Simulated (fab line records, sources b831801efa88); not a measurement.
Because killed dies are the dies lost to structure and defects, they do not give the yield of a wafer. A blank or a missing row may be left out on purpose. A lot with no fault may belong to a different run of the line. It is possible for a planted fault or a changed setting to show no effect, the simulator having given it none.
The same fault as seen by 2 desks :: flow sky130 :: numbers are kept per desk, each desk with only its own; the story behind them comes last

FOR THE TOOL OWNER'S DESK: rie_metal-03
The tool's own readings at SKY_METAL3_METAL_ETCH_18 (etches the open film in Cl2/BCl3, stops on SiO2, target depth 845 nm, time 183.1 s): means of the sampled wafers that have a number, for each lot that ran on this tool. If a lot's mean is further than 4 standard deviations from the usual mean, the lot is out of limits and carries the mark OUT (the distance appears in the brackets).
Columns: A = bias_w at SKY_METAL3_METAL_ETCH_18, usual 48.48 W; B = chamber_pressure_mTorr at SKY_METAL3_METAL_ETCH_18, usual 10.000 mTorr; C = drypump_motor_current_A at SKY_METAL3_METAL_ETCH_18, usual 5.8 A; D = oes_product_au at SKY_METAL3_METAL_ETCH_18, usual 0.866 a.u.; E = throttle_valve_pct at SKY_METAL3_METAL_ETCH_18, usual 22.263 %
lot: L310
first seen here: day 38 20:56
A: 48.50
B: 9.995
C: 5.3
D: 0.869
E: 22.263

lot: L314
first seen here: day 40 04:34
A: 48.52
B: 10.002
C: 6.1
D: 0.863
E: 22.256

lot: L315
first seen here: day 40 18:44
A: 48.36
B: 9.330 (-83) OUT
C: 5.7
D: 0.867
E: 22.263

lot: L317
first seen here: day 41 15:37
A: 48.34
B: 8.002 (-99 or more) OUT
C: 6.5
D: 0.864
E: 22.263

lot: L329
first seen here: day 44 07:05
A: 48.25
B: 10.001
C: 6.1
D: 0.868
E: 22.255

lot: L332
first seen here: day 45 16:13
A: 48.54
B: 9.997
C: 6.5
D: 0.871
E: 22.260
This desk's finding: out of limits on L315, L317; first on L315, day 40 18:44 (chamber_pressure_mTorr at SKY_METAL3_METAL_ETCH_18). In limits: L310, L314, L329, L332.

AT THE METROLOGY DESK
What the gauges read, lot by lot, whatever tool the lot ran on: means of the sampled wafers that have a number. If a lot's mean is further than 4 standard deviations from the usual mean, the lot is out of limits and carries the mark OUT (the distance appears in the brackets).
Columns: A = VIA2_W_THK at SKY_VIA2_THK_MEAS_23, usual 415 nm
lot: L310
first seen here: day 36 16:24
A: 420

lot: L314
first seen here: day 38 00:58
A: 409

lot: L315
first seen here: day 38 14:55
A: 413

lot: L316
first seen here: day 38 19:17
A: 410

lot: L317
first seen here: day 39 14:22
A: 410

lot: L322
first seen here: day 40 17:24
A: 416

lot: L324
first seen here: day 41 02:53
A: 413

lot: L326
first seen here: day 41 21:10
A: 414

lot: L328
first seen here: day 42 03:08
A: 413

lot: L329
first seen here: day 42 07:10
A: 423

lot: L331
first seen here: day 42 23:58
A: 420

lot: L332
first seen here: day 43 19:41
A: 422
Finding of this desk: none of the 12 lots has anything out of limits.

TAKEN TOGETHER
At day 40 18:44, on L315, L317, the tool owner's desk was in a position to raise an alarm.
Metrology desk: nothing out of limits seen.
The metrology desk has L315, L317 on record, within its limits.
SKY_METAL3_METAL_ETCH_18 was run on rie_metal-03 by each of the lots named.

WHAT HAD BEEN PUT IN BY THE SIMULATOR
rie_metal-03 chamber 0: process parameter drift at SKY_METAL3_METAL_ETCH_18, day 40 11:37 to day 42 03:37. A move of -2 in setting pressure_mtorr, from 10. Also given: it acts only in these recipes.
Lots struck among those shown: L315, L317.
Delay in hours, fault start to first out-of-limits reading, by desk: the tool owner's desk at 7.
